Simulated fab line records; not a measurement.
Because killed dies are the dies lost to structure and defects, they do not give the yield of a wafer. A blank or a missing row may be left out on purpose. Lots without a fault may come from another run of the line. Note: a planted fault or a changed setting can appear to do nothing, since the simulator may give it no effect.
Which tool is to blame?	flow sky130	Sampling: 6 lots, 17 wafers, 3 of 708 route steps

== WHAT EACH GAUGE READ, for each wafer ==
SKY_POLY_CUT_CD_MEAS_08 targets a cd of 270 nm.
lot	measured	on	cd nm (nm)
L745	day 24 13:05	cd sem-02	268.3 269.3 268.4
L747	day 25 21:25	cd sem-02	268.7 266.5 269.3
L749	day 26 02:43	cd sem-01	269.9 269.8 269.4
L757	day 28 21:39	cd sem-02	251.4 251.2
L763	day 31 00:49	cd sem-01	268.7 268.8 267.3
L765	day 31 13:18	cd sem-01	271.0 270.6 269.8

== WHICH TOOL RAN EACH LOT (tool, then ch and the chambers of the sampled wafers, then the start) ==
lot	SKY_VT_ADJUST_NCORE_STRIP_10	SKY_POLY_CUT_EXPOSE_05
L745	plasma asher-01 ch 1, day 8 20:53	krf scanner-01 ch 0, day 23 22:39
L747	plasma asher-01 ch 0,1, day 9 16:16	krf scanner-02 ch 0, day 25 07:27
L749	plasma asher-03 ch 0,1, day 10 02:56	krf scanner-02 ch 0, day 25 12:17
L757	plasma asher-03 ch 0,1, day 12 07:36	krf scanner-02 ch 0, day 28 07:30
L763	plasma asher-01 ch 0,1, day 14 06:44	krf scanner-01 ch 0, day 30 10:41
L765	plasma asher-02 ch 0,1, day 15 01:58	krf scanner-01 ch 0, day 31 00:09
- SKY_VT_ADJUST_NCORE_STRIP_10: strips in O2/N2.
- SKY_POLY_CUT_EXPOSE_05: exposes mask NPCM, target cd 270 nm.

== THE ANSWER, worked out from the rows above alone ==
Rule: the lots themselves supply what counts as usual. Put in order of their means at a reading, lots are off if they are a third of the lots or fewer, leave a main group of 4 or more, and stand apart from it by a gap of 3 or more times the standard deviation of the main group's means; of several such gaps the widest counts. A main group is skipped when, at the precision printed for the reading in the tables above, its means are all equal. Also off: a lot with no number at a reading for which 4 or more lots have one. Any other lot the step has rows for is counted as sound.
Off: L757 (SKY_POLY_CUT_CD_MEAS_08, cd nm). For the main group the mean is 269.1 nm and the standard deviation 0.89.
A tool fits if, at a process step before that reading, it ran every lot that is off, and no sound lot after the first of them. Gauges at SKY_POLY_CUT_CD_MEAS_08: tried the same way as those tools. Can't be told from this: 3 tools fit, plasma asher-03 at SKY_VT_ADJUST_NCORE_STRIP_10, krf scanner-02 at SKY_POLY_CUT_EXPOSE_05, cd sem-02 at SKY_POLY_CUT_CD_MEAS_08.

== WHAT THE SIMULATOR HAD INSERTED ==
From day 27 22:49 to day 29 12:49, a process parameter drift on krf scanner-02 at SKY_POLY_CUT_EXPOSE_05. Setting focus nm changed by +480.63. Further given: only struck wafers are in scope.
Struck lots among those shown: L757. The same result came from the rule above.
